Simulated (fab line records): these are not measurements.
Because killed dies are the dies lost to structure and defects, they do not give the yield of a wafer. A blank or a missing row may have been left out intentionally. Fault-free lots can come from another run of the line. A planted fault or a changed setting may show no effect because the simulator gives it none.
Which tool is to blame? / flow sky130 / 12 lots, 36 wafers sampled, at 5 steps of a route of 708

WHAT THE GAUGES READ, wafer by wafer
Not one reading of a measure or inspect step in the record can be checked against a usual standard deviation.

EACH LOT AND THE TOOL THAT RAN IT (in order: tool; ch and the chambers of the sampled wafers; start)
lot=L327; SKY_METAL3_STRIP_19=plasma-asher-01 ch 0,1, day 38 07:11; SKY_VIA3_CMP_02=cmp-01 ch 0,1, day 38 08:01; SKY_METAL4_ETCH_16=rie-metal-03 ch 0,1, day 41 12:27; SKY_METAL4_ETCH_17=rie-diel-04 ch 0,2,3, day 41 12:31; SKY_PAD_OPEN_PROBE_99=prober-02, day 45 12:05
lot=L328; SKY_METAL3_STRIP_19=plasma-asher-01 ch 0,1, day 38 13:27; SKY_VIA3_CMP_02=cmp-01 ch 2,3, day 38 14:14; SKY_METAL4_ETCH_16=rie-metal-01 ch 0,1, day 41 19:13; SKY_METAL4_ETCH_17=rie-diel-02 ch 0,1,2, day 41 19:17; SKY_PAD_OPEN_PROBE_99=prober-01, day 45 18:25
lot=L329; SKY_METAL3_STRIP_19=plasma-asher-04 ch 0,1, day 38 18:15; SKY_VIA3_CMP_02=cmp-01 ch 0,1,2, day 38 19:07; SKY_METAL4_ETCH_16=rie-metal-01 ch 0,1, day 41 23:25; SKY_METAL4_ETCH_17=rie-diel-04 ch 2,3, day 41 23:31; SKY_PAD_OPEN_PROBE_99=prober-02, day 45 21:45
lot=L331; SKY_METAL3_STRIP_19=plasma-asher-03 ch 0,1, day 39 10:16; SKY_VIA3_CMP_02=cmp-02 ch 1,2,3, day 39 11:12; SKY_METAL4_ETCH_16=rie-metal-01 ch 0,1, day 42 13:22; SKY_METAL4_ETCH_17=rie-diel-04 ch 1,2,3, day 42 13:28; SKY_PAD_OPEN_PROBE_99=prober-02, day 46 10:52
lot=L334; SKY_METAL3_STRIP_19=plasma-asher-03 ch 0,1, day 40 11:15; SKY_VIA3_CMP_02=cmp-02 ch 0,2, day 40 12:02; SKY_METAL4_ETCH_16=rie-metal-01 ch 0,1, day 43 13:03; SKY_METAL4_ETCH_17=rie-diel-01 ch 0,2, day 43 13:07; SKY_PAD_OPEN_PROBE_99=prober-01, day 47 06:58
lot=L335; SKY_METAL3_STRIP_19=plasma-asher-04 ch 0,1, day 40 16:42; SKY_VIA3_CMP_02=cmp-02 ch 0,1, day 40 17:29; SKY_METAL4_ETCH_16=rie-metal-01 ch 0,1, day 43 17:55; SKY_METAL4_ETCH_17=rie-diel-02 ch 0,1,2, day 43 17:58; SKY_PAD_OPEN_PROBE_99=prober-02, day 47 11:42
lot=L339; SKY_METAL3_STRIP_19=plasma-asher-03 ch 0, day 41 21:55; SKY_VIA3_CMP_02=cmp-02 ch 0,1,3, day 41 23:03; SKY_METAL4_ETCH_16=rie-metal-02 ch 0,1, day 44 21:58; SKY_METAL4_ETCH_17=rie-diel-02 ch 0,1, day 44 22:04; SKY_PAD_OPEN_PROBE_99=prober-02, day 48 13:10
lot=L342; SKY_METAL3_STRIP_19=plasma-asher-01 ch 0,1, day 42 19:55; SKY_VIA3_CMP_02=cmp-02 ch 0,1,3, day 42 20:50; SKY_METAL4_ETCH_16=rie-metal-03 ch 1, day 45 17:56; SKY_METAL4_ETCH_17=rie-diel-02 ch 1,2, day 45 18:02; SKY_PAD_OPEN_PROBE_99=prober-01, day 49 05:55
lot=L343; SKY_METAL3_STRIP_19=plasma-asher-03 ch 0,1, day 43 02:13; SKY_VIA3_CMP_02=cmp-02 ch 0,2,3, day 43 03:05; SKY_METAL4_ETCH_16=rie-metal-02 ch 1, day 45 23:10; SKY_METAL4_ETCH_17=rie-diel-04 ch 1,2, day 45 23:16; SKY_PAD_OPEN_PROBE_99=prober-02, day 49 09:42
lot=L347; SKY_METAL3_STRIP_19=plasma-asher-04 ch 0,1, day 45 08:22; SKY_VIA3_CMP_02=cmp-01 ch 1,2, day 45 09:09; SKY_METAL4_ETCH_16=rie-metal-01 ch 0,1, day 47 22:58; SKY_METAL4_ETCH_17=rie-diel-04 ch 0,1, day 47 23:01; SKY_PAD_OPEN_PROBE_99=prober-01, day 51 01:04
lot=L350; SKY_METAL3_STRIP_19=plasma-asher-01 ch 0,1, day 45 09:58; SKY_VIA3_CMP_02=cmp-01 ch 1,2,3, day 45 10:47; SKY_METAL4_ETCH_16=rie-metal-02 ch 0,1, day 48 01:05; SKY_METAL4_ETCH_17=rie-diel-02 ch 1,2, day 48 01:11; SKY_PAD_OPEN_PROBE_99=prober-02, day 51 01:49
lot=L346; SKY_METAL3_STRIP_19=plasma-asher-01 ch 0,1, day 45 12:31; SKY_VIA3_CMP_02=cmp-02 ch 0,3, day 45 13:20; SKY_METAL4_ETCH_16=rie-metal-01 ch 0,1, day 48 02:56; SKY_METAL4_ETCH_17=rie-diel-01 ch 1,2,3, day 48 03:02; SKY_PAD_OPEN_PROBE_99=prober-02, day 51 04:37
- SKY_METAL3_STRIP_19: strips in O2/N2.
- SKY_VIA3_CMP_02: polishes SiO2.
- SKY_METAL4_ETCH_16: etches BARC in N2/H2, stops on SiO2, time 88.2 s, target depth 60 nm.
- SKY_METAL4_ETCH_17: etches SiO2 in C4F8/O2/Ar, stops on TiN, time 3.9 s, target depth 15 nm.
- SKY_PAD_OPEN_PROBE_99

WHAT THE TOOLS THEMSELVES READ (means of the sampled wafers that have a number; where no wafer has one, the mark that the record gives instead)
SKY_METAL3_STRIP_19.
lot=L327; tool=plasma-asher-01; drypump-motor-current-A (A)=6.0; oes-product-au (a.u.)=0.506; strip-time-to-endpoint-s (s)=6.66
lot=L328; tool=plasma-asher-01; drypump-motor-current-A (A)=6.3; oes-product-au (a.u.)=0.504; strip-time-to-endpoint-s (s)=6.57
lot=L329; tool=plasma-asher-04; drypump-motor-current-A (A)=5.7; oes-product-au (a.u.)=0.504; strip-time-to-endpoint-s (s)=6.56
lot=L331; tool=plasma-asher-03; drypump-motor-current-A (A)=5.9; oes-product-au (a.u.)=0.493; strip-time-to-endpoint-s (s)=6.34
lot=L334; tool=plasma-asher-03; drypump-motor-current-A (A)=6.3; oes-product-au (a.u.)=0.503; strip-time-to-endpoint-s (s)=6.55
lot=L335; tool=plasma-asher-04; drypump-motor-current-A (A)=5.8; oes-product-au (a.u.)=0.499; strip-time-to-endpoint-s (s)=6.50
lot=L339; tool=plasma-asher-03; drypump-motor-current-A (A)=6.6; oes-product-au (a.u.)=0.503; strip-time-to-endpoint-s (s)=6.51
lot=L342; tool=plasma-asher-01; drypump-motor-current-A (A)=6.2; oes-product-au (a.u.)=0.495; strip-time-to-endpoint-s (s)=6.44
lot=L343; tool=plasma-asher-03; drypump-motor-current-A (A)=5.9; oes-product-au (a.u.)=0.503; strip-time-to-endpoint-s (s)=6.58
lot=L347; tool=plasma-asher-04; drypump-motor-current-A (A)=5.7; oes-product-au (a.u.)=0.504; strip-time-to-endpoint-s (s)=6.57
lot=L350; tool=plasma-asher-01; drypump-motor-current-A (A)=6.0; oes-product-au (a.u.)=0.502; strip-time-to-endpoint-s (s)=6.59
lot=L346; tool=plasma-asher-01; drypump-motor-current-A (A)=6.0; oes-product-au (a.u.)=0.509; strip-time-to-endpoint-s (s)=6.67

SKY_VIA3_CMP_02.
lot=L327; tool=cmp-01; motor-current-A (A)=12.3
lot=L328; tool=cmp-01; motor-current-A (A)=12.3
lot=L329; tool=cmp-01; motor-current-A (A)=12.7
lot=L331; tool=cmp-02; motor-current-A (A)=11.9
lot=L334; tool=cmp-02; motor-current-A (A)=12.2
lot=L335; tool=cmp-02; motor-current-A (A)=13.4
lot=L339; tool=cmp-02; motor-current-A (A)=12.5
lot=L342; tool=cmp-02; motor-current-A (A)=12.1
lot=L343; tool=cmp-02; motor-current-A (A)=11.4
lot=L347; tool=cmp-01; motor-current-A (A)=12.1
lot=L350; tool=cmp-01; motor-current-A (A)=12.1
lot=L346; tool=cmp-02; motor-current-A (A)=11.9

SKY_METAL4_ETCH_16.
lot=L327; tool=rie-metal-03; drypump-motor-current-A (A)=6.1; oes-product-au (a.u.)=0.629; run-length-s (s)=116.9; throttle-valve-pct (%)=13.212
lot=L328; tool=rie-metal-01; drypump-motor-current-A (A)=5.2; oes-product-au (a.u.)=0.626; run-length-s (s)=115.9; throttle-valve-pct (%)=13.200
lot=L329; tool=rie-metal-01; drypump-motor-current-A (A)=5.5; oes-product-au (a.u.)=0.625; run-length-s (s)=116.0; throttle-valve-pct (%)=13.202
lot=L331; tool=rie-metal-01; drypump-motor-current-A (A)=5.5; oes-product-au (a.u.)=0.621; run-length-s (s)=116.0; throttle-valve-pct (%)=13.205
lot=L334; tool=rie-metal-01; drypump-motor-current-A (A)=5.5; oes-product-au (a.u.)=0.672; run-length-s (s)=109.2; throttle-valve-pct (%)=13.204
lot=L335; tool=rie-metal-01; drypump-motor-current-A (A)=5.5; oes-product-au (a.u.)=0.672; run-length-s (s)=109.2; throttle-valve-pct (%)=13.212
lot=L339; tool=rie-metal-02; drypump-motor-current-A (A)=6.6; oes-product-au (a.u.)=0.626; run-length-s (s)=116.2; throttle-valve-pct (%)=13.206
lot=L342; tool=rie-metal-03; drypump-motor-current-A (A)=5.8; oes-product-au (a.u.)=0.628; run-length-s (s)=117.1; throttle-valve-pct (%)=13.213
lot=L343; tool=rie-metal-02; drypump-motor-current-A (A)=6.6; oes-product-au (a.u.)=0.623; run-length-s (s)=116.3; throttle-valve-pct (%)=13.199
lot=L347; tool=rie-metal-01; drypump-motor-current-A (A)=5.3; oes-product-au (a.u.)=0.626; run-length-s (s)=115.9; throttle-valve-pct (%)=13.208
lot=L350; tool=rie-metal-02; drypump-motor-current-A (A)=6.6; oes-product-au (a.u.)=0.626; run-length-s (s)=116.1; throttle-valve-pct (%)=13.204
lot=L346; tool=rie-metal-01; drypump-motor-current-A (A)=5.5; oes-product-au (a.u.)=0.629; run-length-s (s)=115.8; throttle-valve-pct (%)=13.205

SKY_METAL4_ETCH_17.
lot=L327; tool=rie-diel-04; oes-product-au (a.u.)=0.758
lot=L328; tool=rie-diel-02; oes-product-au (a.u.)=0.766
lot=L329; tool=rie-diel-04; oes-product-au (a.u.)=0.749
lot=L331; tool=rie-diel-04; oes-product-au (a.u.)=0.757
lot=L334; tool=rie-diel-01; oes-product-au (a.u.)=0.765
lot=L335; tool=rie-diel-02; oes-product-au (a.u.)=0.754
lot=L339; tool=rie-diel-02; oes-product-au (a.u.)=0.760
lot=L342; tool=rie-diel-02; oes-product-au (a.u.)=0.760
lot=L343; tool=rie-diel-04; oes-product-au (a.u.)=0.754
lot=L347; tool=rie-diel-04; oes-product-au (a.u.)=0.762
lot=L350; tool=rie-diel-02; oes-product-au (a.u.)=0.754
lot=L346; tool=rie-diel-01; oes-product-au (a.u.)=0.757

SKY_PAD_OPEN_PROBE_99.
lot=L327; tool=prober-02; defect-limited-yield (%)=81.2; killed_at_M0_to_M3=39; killed_at_M4_up=2.3; killed-at-contacts=30; killed-at-front-end=20; killed-at-other=0.7; killed-dies=92; killed-open=55; killed-short=37; sort_bin_3_pad_short (%)=1.1; sort_bin_5_function (%)=10.9; sort_bin_6_memory (%)=6.8; sort-n-pass=400; sort-yield-pct (%)=81.2
lot=L328; tool=prober-01; defect-limited-yield (%)=82.2; killed_at_M0_to_M3=45; killed_at_M4_up=3.7; killed-at-contacts=24; killed-at-front-end=15; killed-at-other=0.3; killed-dies=88; killed-open=49; killed-short=39; sort_bin_3_pad_short (%)=0.5; sort_bin_5_function (%)=10.4; sort_bin_6_memory (%)=6.9; sort-n-pass=404; sort-yield-pct (%)=82.2
lot=L329; tool=prober-02; defect-limited-yield (%)=82.4; killed_at_M0_to_M3=44; killed_at_M4_up=2.0; killed-at-contacts=23; killed-at-front-end=18; killed-at-other=0.3; killed-dies=87; killed-open=46; killed-short=41; sort_bin_3_pad_short (%)=1.0; sort_bin_5_function (%)=10.9; sort_bin_6_memory (%)=5.8; sort-n-pass=405; sort-yield-pct (%)=82.4
lot=L331; tool=prober-02; defect-limited-yield (%)=81.8; killed_at_M0_to_M3=44; killed_at_M4_up=4.0; killed-at-contacts=24; killed-at-front-end=16; killed-at-other=0.7; killed-dies=89; killed-open=48; killed-short=42; sort_bin_3_pad_short (%)=0.6; sort_bin_5_function (%)=11.0; sort_bin_6_memory (%)=6.5; sort-n-pass=403; sort-yield-pct (%)=81.8
lot=L334; tool=prober-01; defect-limited-yield (%)=83.4; killed_at_M0_to_M3=46; killed_at_M4_up=1.7; killed-at-contacts=21; killed-at-front-end=12; killed-at-other=0.7; killed-dies=82; killed-open=50; killed-short=32; sort_bin_3_pad_short (%)=0.5; sort_bin_5_function (%)=10.1; sort_bin_6_memory (%)=6.0; sort-n-pass=410; sort-yield-pct (%)=83.4
lot=L335; tool=prober-02; defect-limited-yield (%)=81.3; killed_at_M0_to_M3=43; killed_at_M4_up=3.0; killed-at-contacts=27; killed-at-front-end=19; killed-at-other=0.3; killed-dies=92; killed-open=49; killed-short=43; sort_bin_3_pad_short (%)=0.7; sort_bin_5_function (%)=11.3; sort_bin_6_memory (%)=6.8; sort-n-pass=400; sort-yield-pct (%)=81.3
lot=L339; tool=prober-02; defect-limited-yield (%)=80.6; killed_at_M0_to_M3=45; killed_at_M4_up=2.7; killed-at-contacts=28; killed-at-front-end=19; killed-at-other=1.3; killed-dies=96; killed-open=54; killed-short=40; sort_bin_3_pad_short (%)=1.5; sort_bin_5_function (%)=11.0; sort_bin_6_memory (%)=7.0; sort-n-pass=396; sort-yield-pct (%)=80.6
lot=L342; tool=prober-01; defect-limited-yield (%)=85.9; killed_at_M0_to_M3=37; killed_at_M4_up=2.3; killed-at-contacts=20; killed-at-front-end=10; killed-at-other=1.3; killed-dies=70; killed-open=37; killed-short=33; sort_bin_3_pad_short (%)=0.5; sort_bin_5_function (%)=8.2; sort_bin_6_memory (%)=5.4; sort-n-pass=422; sort-yield-pct (%)=85.9
lot=L343; tool=prober-02; defect-limited-yield (%)=82.3; killed_at_M0_to_M3=42; killed_at_M4_up=3.7; killed-at-contacts=26; killed-at-front-end=15; killed-at-other=0.3; killed-dies=87; killed-open=49; killed-short=38; sort_bin_3_pad_short (%)=0.7; sort_bin_5_function (%)=10.9; sort_bin_6_memory (%)=6.1; sort-n-pass=405; sort-yield-pct (%)=82.3
lot=L347; tool=prober-01; defect-limited-yield (%)=85.2; killed_at_M0_to_M3=33; killed_at_M4_up=2.7; killed-at-contacts=23; killed-at-front-end=15; killed-at-other=0.0; killed-dies=73; killed-open=43; killed-short=30; sort_bin_3_pad_short (%)=1.0; sort_bin_5_function (%)=8.6; sort_bin_6_memory (%)=5.2; sort-n-pass=419; sort-yield-pct (%)=85.2
lot=L350; tool=prober-02; defect-limited-yield (%)=82.5; killed_at_M0_to_M3=41; killed_at_M4_up=1.7; killed-at-contacts=27; killed-at-front-end=16; killed-at-other=0.7; killed-dies=86; killed-open=46; killed-short=40; sort_bin_3_pad_short (%)=0.9; sort_bin_5_function (%)=10.7; sort_bin_6_memory (%)=5.9; sort-n-pass=406; sort-yield-pct (%)=82.5
lot=L346; tool=prober-02; defect-limited-yield (%)=82.6; killed_at_M0_to_M3=46; killed_at_M4_up=2.3; killed-at-contacts=21; killed-at-front-end=15; killed-at-other=0.7; killed-dies=85; killed-open=51; killed-short=35; sort_bin_3_pad_short (%)=0.9; sort_bin_5_function (%)=9.8; sort_bin_6_memory (%)=6.6; sort-n-pass=407; sort-yield-pct (%)=82.6

THE ANSWER, worked out from the rows above alone
Rule: the usual values come from the lots themselves. Put in order of their means at a reading, lots are off if they are a third of the lots or fewer, leave a main group of 4 or more, and stand apart from it by a gap of 3 or more times the standard deviation of the main group's means; of several such gaps the widest counts. The tables above print the reading to a certain number of digits; a main group whose means all agree to those digits is not used. Also off: a lot with no number at a reading for which 4 or more lots have one. Any other lot the step has rows for is counted as sound. Order of review: gauges by route order, followed by the tools' own readings, for which a lot's mean as printed above is used. At the first step where some lot is off, the reading lying furthest off is the one used; lots without a number count as furthest.
Off: L334, L335 (SKY_METAL4_ETCH_16, oes-product-au). The main group: mean 0.626 a.u., standard deviation 0.0024.
A tool fits if, at that step or a process step before it, it ran every lot that is off, and no sound lot after the first of them. Of those tried, none fits.

WHAT THE SIMULATOR HAD PUT IN
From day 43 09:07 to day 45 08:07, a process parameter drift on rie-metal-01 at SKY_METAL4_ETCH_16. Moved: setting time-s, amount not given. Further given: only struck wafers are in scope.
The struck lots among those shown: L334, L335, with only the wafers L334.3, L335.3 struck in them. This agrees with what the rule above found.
